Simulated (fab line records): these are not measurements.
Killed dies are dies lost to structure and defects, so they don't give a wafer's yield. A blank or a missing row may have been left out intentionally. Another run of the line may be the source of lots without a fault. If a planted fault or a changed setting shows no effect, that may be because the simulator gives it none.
fab line records -- flow gf180mcu
[record] lots = 13, wafers = 39, last_day = 34
route steps=602 shown V4@498 MIM@509 V5@552
lots that met no fault: taken from a fault-free run of the same line
start_h: hours from the record's opening day to when the first of the lot's shown wafers began -- wait_h: hours elapsed since this lot's preceding step -- " identical to the entry in the row above -- L1.1+2: a row that stands for several wafers -- - no value, or no start was given -- * or withheld: withheld -- < > ~ a bound
route shown NAME@n: names a module that has steps shown in the file, with the first one's number in the route -- usual: mean/standard deviation of fault-free wafers -- same: alike in all rows -- chamber/n: place in a boat -- sites: the reading at each site -- _std_site: standard deviation of those values -- _edge_site: the outer-site mean with the inner-site mean subtracted -- radius_mm: how far each site lies from the wafer's centre -- mask NAME#n: copy n -- behind: the last tool/chamber to shape the wafer -- hold: the reason the lot was held/the length of the hold in hours/how it ended -- device: names the non-switching transistor (n, p or np) -- end of line: tests run on the same wafers once the route is complete -- a step without rows: its recipe alone -- killed: dies lost to structure and defects at the first sort, not the wafer's yield -- map: shows each die of a wafer: x if killed, . if not, _ if none is there
set.NAME: the setting the step ran with; set.NAME@STEP: the setting that earlier step ran with -- model.NAME: the simulator's own value behind a step, which no gauge read
the route's steps for a sample of lots (tables are steps, rows are wafers)
services: when a tool's chamber went out of use (start_h, in hours from the record's first day, below 0 if earlier), for how many hours, and the reason
[[steps]]
[step GF_V4_SPUTTER_22]
[recipe] material = TiN, target_thk_nm = 10, chamber_pressure_pa = 5, power_w = 4000, time_s = 40
[usual] chamber_pressure_pa = 4.998/0.011, throttle_valve_pct = 30.5/1.2
lot.wafer,tool,chamber,start_h,wait_h,chamber_pressure_pa,throttle_valve_pct
L139.3,pvd_sputter-02,-,564.86,0.0,5.009,29.8
L139.5,pvd_sputter-02,-,564.86,0.0,4.998,29.7
L139.6,pvd_sputter-02,-,564.86,0.0,5.021,29.3
L140.1,pvd_sputter-04,-,577.07,0.0,4.974,32.6
L140.2,pvd_sputter-04,-,577.07,0.0,4.992,32.1
L140.5,pvd_sputter-04,-,577.07,0.0,5.000,31.8
L141.2,pvd_sputter-01,-,581.34,0.0,4.991,30.5
L141.4,pvd_sputter-01,-,581.34,0.0,4.991,30.3
L141.5,pvd_sputter-01,-,581.34,0.0,4.988,30.2
L143.2,pvd_sputter-01,-,604.64,0.0,4.985,30.1
L143.3,pvd_sputter-01,-,604.64,0.0,5.007,30.2
L143.4,pvd_sputter-01,-,604.64,0.0,4.992,30.3
L144.1,pvd_sputter-01,-,607.84,0.0,4.982,30.1
L144.4,pvd_sputter-01,-,607.84,0.0,4.994,30.1
L144.5,pvd_sputter-01,-,607.84,0.0,4.989,30.6
L146.1,pvd_sputter-04,-,630.72,0.0,5.009,27.6
L146.2,pvd_sputter-04,-,630.72,0.0,4.993,32.6
L146.4,pvd_sputter-04,-,630.72,0.0,4.988,31.9
L147.1,pvd_sputter-02,-,632.19,0.0,5.000,29.6
L147.2,pvd_sputter-02,-,632.19,0.0,5.010,29.8
L147.3,pvd_sputter-02,-,632.19,0.0,5.003,32.4
L149.1,pvd_sputter-04,-,642.98,0.0,4.994,32.3
L149.2,pvd_sputter-04,-,642.98,0.0,4.993,29.6
L149.3,pvd_sputter-04,-,642.98,0.0,5.020,27.7
L148.1,pvd_sputter-04,-,645.85,0.0,4.993,27.7
L148.2,pvd_sputter-04,-,645.85,0.0,4.999,29.6
L148.6,pvd_sputter-04,-,645.85,0.0,5.004,32.0
L156.1,pvd_sputter-02,-,690.86,0.0,5.013,29.8
L156.2,pvd_sputter-02,-,690.86,0.0,5.014,30.0
L156.5,pvd_sputter-02,-,690.86,0.0,4.994,29.6
L157.1,pvd_sputter-01,-,701.39,0.0,4.989,30.8
L157.3,pvd_sputter-01,-,701.39,0.0,4.998,30.2
L157.6,pvd_sputter-01,-,701.39,0.0,5.004,30.1
L158.3,pvd_sputter-01,-,709.20,0.0,4.983,30.6
L158.5,pvd_sputter-01,-,709.20,0.0,4.997,30.6
L158.6,pvd_sputter-01,-,709.20,0.0,5.003,30.2
L161.1,pvd_sputter-04,-,736.02,0.0,4.992,32.5
L161.2,pvd_sputter-04,-,736.02,0.0,4.972,29.4
L161.5,pvd_sputter-04,-,736.02,0.0,4.983,32.6
[step GF_MIM_THK_MEAS_06]
[recipe] reads = Si3N4_of_MIM_CVD_05
[usual] MIM_CVD_05_THK = 41.8/0.53
lot.wafer,tool,chamber,start_h,wait_h,MIM_CVD_05_THK[nm]
L139.3,film_metro-03,-,565.76,0.0,41.2
L139.5,film_metro-03,-,565.76,0.0,42.1
L139.6,film_metro-03,-,565.76,0.0,41.8
L140.1,film_metro-03,-,577.96,0.0,41.4
L140.2,film_metro-03,-,577.96,0.0,41.0
L140.5,film_metro-03,-,577.96,0.0,41.5
L141.2,film_metro-02,-,584.29,0.0,40.9
L141.4,film_metro-02,-,584.29,0.0,42.2
L141.5,film_metro-02,-,584.29,0.0,41.6
L143.2,film_metro-02,-,605.54,0.0,42.0
L143.3,film_metro-02,-,605.54,0.0,41.3
L143.4,film_metro-02,-,605.54,0.0,42.8
L144.1,film_metro-02,-,609.04,0.0,41.1
L144.4,film_metro-02,-,609.04,0.0,41.9
L144.5,film_metro-02,-,609.04,0.0,42.3
L146.1,film_metro-02,-,631.61,0.0,41.8
L146.2,film_metro-02,-,631.61,0.0,41.6
L146.4,film_metro-02,-,631.61,0.0,42.1
L147.1,film_metro-03,-,633.09,0.0,41.4
L147.2,film_metro-03,-,633.09,0.0,41.5
L147.3,film_metro-03,-,633.09,0.0,41.7
L149.1,film_metro-02,-,643.99,0.0,41.6
L149.2,film_metro-02,-,643.99,0.0,41.3
L149.3,film_metro-02,-,643.99,0.0,41.6
L148.1,film_metro-04,-,646.84,0.0,41.3
L148.2,film_metro-04,-,646.84,0.0,41.6
L148.6,film_metro-04,-,646.84,0.0,42.5
L156.1,film_metro-03,-,691.76,0.0,41.5
L156.2,film_metro-03,-,691.76,0.0,41.7
L156.5,film_metro-03,-,691.76,0.0,42.6
L157.1,film_metro-02,-,702.29,0.0,41.6
L157.3,film_metro-02,-,702.29,0.0,42.1
L157.6,film_metro-02,-,702.29,0.0,42.3
L158.3,film_metro-02,-,710.13,0.0,41.3
L158.5,film_metro-02,-,710.13,0.0,42.4
L158.6,film_metro-02,-,710.13,0.0,42.2
L161.1,film_metro-04,-,736.90,0.0,41.2
L161.2,film_metro-04,-,736.90,0.0,41.3
L161.5,film_metro-04,-,736.90,0.0,41.9
[step GF_MIM_THK_MEAS_11]
[recipe] thk_meas_gauge = xrf, reads = AlCu_of_MIM_SPUTTER_08
[usual] MIM_ALCU_THK = 198.2/2
lot.wafer,tool,chamber,start_h,wait_h,MIM_ALCU_THK[nm]
L139.3,film_metro-02,-,566.04,0.1,196.6
L139.5,film_metro-02,-,566.04,0.1,198.0
L139.6,film_metro-02,-,566.04,0.1,196.9
L140.1,film_metro-02,-,578.24,0.1,198.4
L140.2,film_metro-02,-,578.24,0.1,200.4
L140.5,film_metro-02,-,578.24,0.1,199.4
L141.2,film_metro-03,-,584.57,0.1,198.5
L141.4,film_metro-03,-,584.57,0.1,196.8
L141.5,film_metro-03,-,584.57,0.1,198.1
L143.2,film_metro-03,-,605.81,0.1,197.8
L143.3,film_metro-03,-,605.81,0.1,198.1
L143.4,film_metro-03,-,605.81,0.1,197.9
L144.1,film_metro-03,-,609.32,0.1,197.6
L144.4,film_metro-03,-,609.32,0.1,198.3
L144.5,film_metro-03,-,609.32,0.1,197.0
L146.1,film_metro-03,-,631.89,0.1,198.5
L146.2,film_metro-03,-,631.89,0.1,198.8
L146.4,film_metro-03,-,631.89,0.1,200.1
L147.1,film_metro-02,-,633.37,0.1,202.4
L147.2,film_metro-02,-,633.37,0.1,203.3
L147.3,film_metro-02,-,633.37,0.1,203.6
L149.1,film_metro-02,-,644.27,0.1,196.5
L149.2,film_metro-02,-,644.27,0.1,198.8
L149.3,film_metro-02,-,644.27,0.1,199.3
L148.1,film_metro-02,-,647.12,0.1,199.7
L148.2,film_metro-02,-,647.12,0.1,196.6
L148.6,film_metro-02,-,647.12,0.1,196.8
L156.1,film_metro-02,-,692.04,0.1,201.6
L156.2,film_metro-02,-,692.04,0.1,199.2
L156.5,film_metro-02,-,692.04,0.1,198.5
L157.1,film_metro-02,-,702.57,0.1,194.8
L157.3,film_metro-02,-,702.57,0.1,195.9
L157.6,film_metro-02,-,702.57,0.1,194.0
L158.3,film_metro-04,-,710.41,0.1,198.7
L158.5,film_metro-04,-,710.41,0.1,198.0
L158.6,film_metro-04,-,710.41,0.1,199.0
L161.1,film_metro-04,-,737.18,0.1,198.6
L161.2,film_metro-04,-,737.18,0.1,201.5
L161.5,film_metro-04,-,737.18,0.1,202.1
[step GF_V5_PEB_12]
[recipe] peb_temp_c = 135, peb_time_s = 90, resist = KrF
[usual] heater_power_total_W = 85.70/0.085, plate_temp_C = 134.99/0.16
lot.wafer,tool,chamber,start_h,wait_h,heater_power_total_W,plate_temp_C
L139.3,litho_track-02,0,632.28,-,85.78,134.94
L139.5,litho_track-02,0,632.28,-,85.52,134.82
L139.6,litho_track-02,0,632.28,-,85.75,134.67
L140.1,litho_track-02,0,642.02,-,85.61,135.08
L140.2,litho_track-02,0,642.02,-,85.77,135.01
L140.5,litho_track-02,0,642.02,-,85.65,135.08
L141.2,litho_track-01,0,648.64,-,85.55,135.04
L141.4,litho_track-01,0,648.64,-,85.74,134.75
L141.5,litho_track-01,0,648.64,-,85.78,135.09
L143.2,litho_track-04,0,667.21,-,85.79,134.81
L143.3,litho_track-04,0,667.21,-,85.65,134.88
L143.4,litho_track-04,0,667.21,-,85.73,135.07
L144.1,litho_track-02,0,671.27,-,85.80,135.05
L144.4,litho_track-02,0,671.27,-,85.66,134.89
L144.5,litho_track-02,0,671.27,-,85.71,134.78
L146.1,litho_track-04,0,692.07,-,85.75,135.10
L146.2,litho_track-04,0,692.07,-,85.82,134.74
L146.4,litho_track-04,0,692.07,-,85.70,135.02
L147.1,litho_track-01,0,693.01,-,85.72,134.90
L147.2,litho_track-01,0,693.01,-,85.67,135.06
L147.3,litho_track-01,0,693.01,-,85.72,134.97
L149.1,litho_track-02,0,703.12,-,85.77,134.94
L149.2,litho_track-02,0,703.12,-,85.68,135.06
L149.3,litho_track-02,0,703.12,-,85.77,134.95
L148.1,litho_track-04,0,705.87,-,85.57,134.82
L148.2,litho_track-04,0,705.87,-,85.82,135.06
L148.6,litho_track-04,0,705.87,-,85.57,134.97
L156.1,litho_track-02,0,746.57,-,86.32,135.92
L156.2,litho_track-02,0,746.57,-,86.35,135.78
L156.5,litho_track-02,0,746.57,-,86.21,135.79
L157.1,litho_track-02,0,756.67,-,86.21,135.46
L157.3,litho_track-02,0,756.67,-,86.30,135.61
L157.6,litho_track-02,0,756.67,-,86.14,135.48
L158.3,litho_track-01,0,763.48,-,85.57,135.05
L158.5,litho_track-01,0,763.48,-,85.58,134.86
L158.6,litho_track-01,0,763.48,-,85.93,134.97
L161.1,litho_track-04,0,787.52,-,85.70,134.68
L161.2,litho_track-04,0,787.52,-,85.64,134.89
L161.5,litho_track-04,0,787.52,-,85.60,134.79
[[services]]
tool,chamber,start_h,hours,kind
pvd_sputter-01,-,547.60,4.8,repair
pvd_sputter-02,-,607.56,3.6,repair
pvd_sputter-02,-,645.00,2.9,repair
pvd_sputter-04,-,655.33,0.7,repair
pvd_sputter-04,-,689.03,2.5,repair
pvd_sputter-01,-,721.80,5.9,repair
pvd_sputter-01,-,725.00,3.5,repair
pvd_sputter-04,-,745.72,7.1,repair
[[key]]
[first_sign] step = GF_V5_PEB_12, reading = heater_power_total_W, direction = up, sigmas = 6.5, usual = 85.70, struck = 86.25
[effect] step = GF_V5_PEB_12, reading = plate_temp_C, direction = up, sigmas = 4.3, usual = *, struck = *
met_at GF_V5_PEB_12
struck_lots L156,L157
not_acting_at GF_V4_SPUTTER_22,GF_MIM_THK_MEAS_06,GF_MIM_THK_MEAS_11
onset_between 703.12 746.57
[fault] kind = process_parameter_drift, tool = litho_track-02, chamber = -, onset_h = 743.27, steps = GF_V5_PEB_12, channel = peb_temp_c, offset = *, shape = step, end_h = 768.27, acts_in = *, stated = *
